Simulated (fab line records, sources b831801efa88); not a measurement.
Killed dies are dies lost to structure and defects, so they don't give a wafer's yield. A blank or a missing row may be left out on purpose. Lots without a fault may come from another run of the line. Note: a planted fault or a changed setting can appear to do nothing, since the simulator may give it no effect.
Matching of chambers -- flow gf180mcu -- cmp-02 running GF_V4_CMP_04: 4 sister chambers
The step polishes SiO2. 4 wafers are shown with their chamber, then 8 later ones without.

## EACH WAFER AND ITS CHAMBER
wafer,chamber,motor-current-A (A)
L969.5,0,10.4
L969.6,3,11.1
L971.5,2,13.1
L973.4,1,12.7

## WAFERS WITH NO CHAMBER GIVEN
wafer,motor-current-A (A)
L973.5,12.2
L973.6,10.4
L977.1,12.3
L977.2,12.3
L977.3,10.2
L979.2,12.6
L979.3,12.7
L979.5,11.5

## THE CHAMBER EACH PASSED THROUGH
wafer,from the rows above,in truth
L973.5,can't be placed: 1 or 2 or 3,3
L973.6,0,0
L977.1,can't be placed: 1 or 2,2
L977.2,can't be placed: 1 or 2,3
L977.3,0,0
L979.2,can't be placed: 1 or 2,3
L979.3,can't be placed: 1 or 2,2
L979.5,3,3
Correct placement for 3 of the 8. These rows do not allow placing 5 (true chamber among the candidates in 3). Placed wrongly: 0.
How it was worked out, from the rows above alone: a wafer's distance from a chamber is the root of the sum, over the readings, of the square of ((its reading less the chamber's mean) divided by the reading's scatter). If the next closest chamber is less than 2 further off than the closest, the wafer can't be placed; otherwise it belongs to the closest. A chamber's mean is the mean of its shown wafers. The scatter: root of mean squared gap, hidden wafer to nearest shown wafer, with one shown wafer a chamber.
